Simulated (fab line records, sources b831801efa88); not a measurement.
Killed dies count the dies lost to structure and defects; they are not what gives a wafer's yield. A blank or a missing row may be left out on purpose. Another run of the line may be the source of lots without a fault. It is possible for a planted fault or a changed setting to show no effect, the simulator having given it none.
Which of the tools did it? / flow gf180mcu / 6 lots, 17 wafers sampled, at 3 steps of a route of 602

WHAT THE GAUGES READ, wafer by wafer
GF_SAB_THK_MEAS_01.
lot=L706; measured=day 14 19:34; on=filmMetro-04; SAB_CVD_00_THK (nm)=49.7 49.0 51.0
lot=L708; measured=day 15 15:14; on=filmMetro-02; SAB_CVD_00_THK (nm)=49.2 48.6 49.8
lot=L710; measured=day 16 14:25; on=filmMetro-03; SAB_CVD_00_THK (nm)=50.1 50.4 49.8
lot=L713; measured=day 17 12:04; on=filmMetro-03; SAB_CVD_00_THK (nm)=49.7 49.7 49.8
lot=L721; measured=day 20 12:22; on=filmMetro-04; SAB_CVD_00_THK (nm)=51.2 30.4
lot=L726; measured=day 22 03:22; on=filmMetro-03; SAB_CVD_00_THK (nm)=49.2 49.7 50.1

EACH LOT AND THE TOOL THAT RAN IT (in order: tool; ch and the chambers of the sampled wafers; start)
lot=L706; GF_HV_LDD_STRIP_37=plasmaAsher-04 ch 0,1, day 12 02:34; GF_SAB_CVD_00=pecvd-03 ch 0,1,2, day 14 19:32
lot=L708; GF_HV_LDD_STRIP_37=plasmaAsher-02 ch 0,1, day 12 20:43; GF_SAB_CVD_00=pecvd-04 ch 0,2, day 15 15:13
lot=L710; GF_HV_LDD_STRIP_37=plasmaAsher-02 ch 0,1, day 13 17:34; GF_SAB_CVD_00=pecvd-03 ch 0,1,2, day 16 14:22
lot=L713; GF_HV_LDD_STRIP_37=plasmaAsher-03 ch 0,1, day 14 15:04; GF_SAB_CVD_00=pecvd-04 ch 1,2, day 17 12:01
lot=L721; GF_HV_LDD_STRIP_37=plasmaAsher-02 ch 0,1, day 17 08:43; GF_SAB_CVD_00=pecvd-03 ch 0,1, day 20 12:20
lot=L726; GF_HV_LDD_STRIP_37=plasmaAsher-02 ch 0,1, day 18 22:18; GF_SAB_CVD_00=pecvd-04 ch 1,2, day 22 03:19
- GF_HV_LDD_STRIP_37: strips in O2/N2.
- GF_SAB_CVD_00: deposits SiO2 from TEOS, target thk 50 nm, time 4.9302 s.

THE ANSWER, worked out from the rows above alone
Rule: what is usual is taken from the lots themselves. The widest of any qualifying gaps counts: lots, ordered by their means at a reading, are off when they make up no more than a third of the lots, leave a main group of 4 or more, and stand apart from it by 3 or more times the standard deviation of that group's means. A main group is skipped when, at the precision printed for the reading in the tables above, its means are all equal. Also off: a lot with no number at a reading for which 4 or more lots have one. Any other lot the step has rows for is counted as sound.
Off: L721, seen at GF_SAB_THK_MEAS_01 (SAB_CVD_00_THK). Mean 49.7 nm and standard deviation 0.3 in the main group.
A tool fits if, at a process step before that reading, it ran every lot that is off, and no sound lot after the first of them. The gauges at GF_SAB_THK_MEAS_01 are tried like those tools. 2 tools fit, pecvd-03 at GF_SAB_CVD_00 and filmMetro-04 at GF_SAB_THK_MEAS_01, so this cannot tell which one it is.

WHAT THE SIMULATOR HAD INSERTED
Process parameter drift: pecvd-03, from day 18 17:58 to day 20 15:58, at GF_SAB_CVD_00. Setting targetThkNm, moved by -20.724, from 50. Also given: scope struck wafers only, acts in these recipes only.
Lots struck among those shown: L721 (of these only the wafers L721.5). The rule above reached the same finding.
